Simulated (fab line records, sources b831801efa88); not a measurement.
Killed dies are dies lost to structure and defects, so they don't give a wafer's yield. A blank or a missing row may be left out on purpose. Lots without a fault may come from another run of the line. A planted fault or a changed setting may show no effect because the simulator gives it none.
Which tool did it? | flow sky130 | 14 lots, 42 wafers sampled, at 2 steps of a route of 708

WHAT THE GAUGES READ, wafer by wafer
SKY_FIELD_ISO_CD_MEAS_13: target cd 150 nm. Usual: cd_nm 149.7 nm, standard deviation 1.3.
lot  | measured    | on        | cd_nm (nm)        | flag
L707 | day 2 05:01 | cd_sem-01 | 150.0 150.4 148.7 |
L708 | day 2 10:01 | cd_sem-01 | 148.8 148.7 147.5 |
L709 | day 2 16:19 | cd_sem-02 | 148.9 148.6 148.3 |
L710 | day 2 22:06 | cd_sem-01 | 150.5 148.6 147.8 |
L711 | day 3 00:41 | cd_sem-01 | 150.6 149.6 149.9 |
L714 | day 3 18:37 | cd_sem-01 | 151.3 148.7 150.3 |
L715 | day 3 23:46 | cd_sem-01 | 149.1 149.4 149.5 |
L718 | day 4 12:58 | cd_sem-01 | 96.9 96.6 98.4    | OFF
L720 | day 5 01:29 | cd_sem-01 | 107.6 107.5 107.0 | OFF
L722 | day 5 10:32 | cd_sem-02 | 153.0 152.3 153.1 |
L724 | day 5 22:55 | cd_sem-01 | 150.0 151.9 150.1 |
L727 | day 6 14:03 | cd_sem-01 | 148.9 151.8 150.3 |
L728 | day 6 18:03 | cd_sem-01 | 149.6 151.6 149.7 |
L729 | day 7 00:14 | cd_sem-01 | 151.6 151.3 150.0 |

WHICH TOOL RAN EACH LOT (tool, then ch and the chambers of the sampled wafers, then the start)
lot  | SKY_FIELD_ISO_EXPOSE_10
L707 | krf_scanner-01 ch 0, day 1 21:37
L708 | krf_scanner-01 ch 0, day 2 03:12
L709 | krf_scanner-01 ch 0, day 2 08:40
L710 | krf_scanner-01 ch 0, day 2 14:29
L711 | krf_scanner-02 ch 0, day 2 17:24
L714 | krf_scanner-01 ch 0, day 3 10:55
L715 | krf_scanner-02 ch 0, day 3 16:10
L718 | krf_scanner-02 ch 0, day 4 05:20
L720 | krf_scanner-02 ch 0, day 4 16:26
L722 | krf_scanner-01 ch 0, day 5 02:17
L724 | krf_scanner-01 ch 0, day 5 13:40
L727 | krf_scanner-01 ch 0, day 6 04:22
L728 | krf_scanner-01 ch 0, day 6 08:18
L729 | krf_scanner-01 ch 0, day 6 15:11
- SKY_FIELD_ISO_EXPOSE_10: exposes mask FOM, target cd 150 nm.

WHAT THE TOOLS THEMSELVES READ (means of the sampled wafers that have a number; where no wafer has one, the mark that the record gives instead)
SKY_FIELD_ISO_EXPOSE_10. Usual: exposure_dose_mJ_cm2 27.993, standard deviation 0.029.
lot  | tool           | exposure_dose_mJ_cm2 | flag
L707 | krf_scanner-01 | 27.986               |
L708 | krf_scanner-01 | 27.978               |
L709 | krf_scanner-01 | 28.010               |
L710 | krf_scanner-01 | 27.999               |
L711 | krf_scanner-02 | 27.965               |
L714 | krf_scanner-01 | 28.012               |
L715 | krf_scanner-02 | 28.005               |
L718 | krf_scanner-02 | 36.251               | OFF
L720 | krf_scanner-02 | 34.596               | OFF
L722 | krf_scanner-01 | 27.948               |
L724 | krf_scanner-01 | 28.018               |
L727 | krf_scanner-01 | 28.007               |
L728 | krf_scanner-01 | 28.025               |
L729 | krf_scanner-01 | 28.047               |

THE ANSWER, worked out from the rows above alone
Rule: a lot is off if the mean of its wafers that have a number lies more than 3 standard deviations from the usual mean. A lot without any number at a reading at which 4 lots or more have one is off too. The other lots that the step has rows for count as sound. The gauges are gone through in route order, then the tools' own readings, and for those a lot's mean is taken as printed above. The first step at which some lot is off is used, and at that step the reading that is off furthest; a lot without a number counts as furthest.
Off: L718, L720, at SKY_FIELD_ISO_CD_MEAS_13 (cd_nm).
A tool fits if, at a process step before that reading, it ran every lot that is off, and no sound lot after the first of them. The gauges at SKY_FIELD_ISO_CD_MEAS_13 aren't tried: what is off there is off at SKY_FIELD_ISO_EXPOSE_10 too, on other tools, and a gauge's error can't cause that. One fits: krf_scanner-02 at SKY_FIELD_ISO_EXPOSE_10. Its last sound lot is L715 (day 3 16:10), its first lot that is off L718 (day 4 05:20): a fault that began between those two fits.
The tool's own readings at SKY_FIELD_ISO_EXPOSE_10 bear it out: on the lots that are off they differ by more than 5 times the standard deviation of the sound lots' means. exposure_dose_mJ_cm2 reads 35.423 there against 28.000 on the sound lots.

WHAT THE SIMULATOR HAD PUT IN
Process parameter drift: krf_scanner-02, from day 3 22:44 on, at SKY_FIELD_ISO_EXPOSE_10. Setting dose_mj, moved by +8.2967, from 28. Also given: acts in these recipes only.
Lots struck among those shown: L718, L720. The rule above found the same.
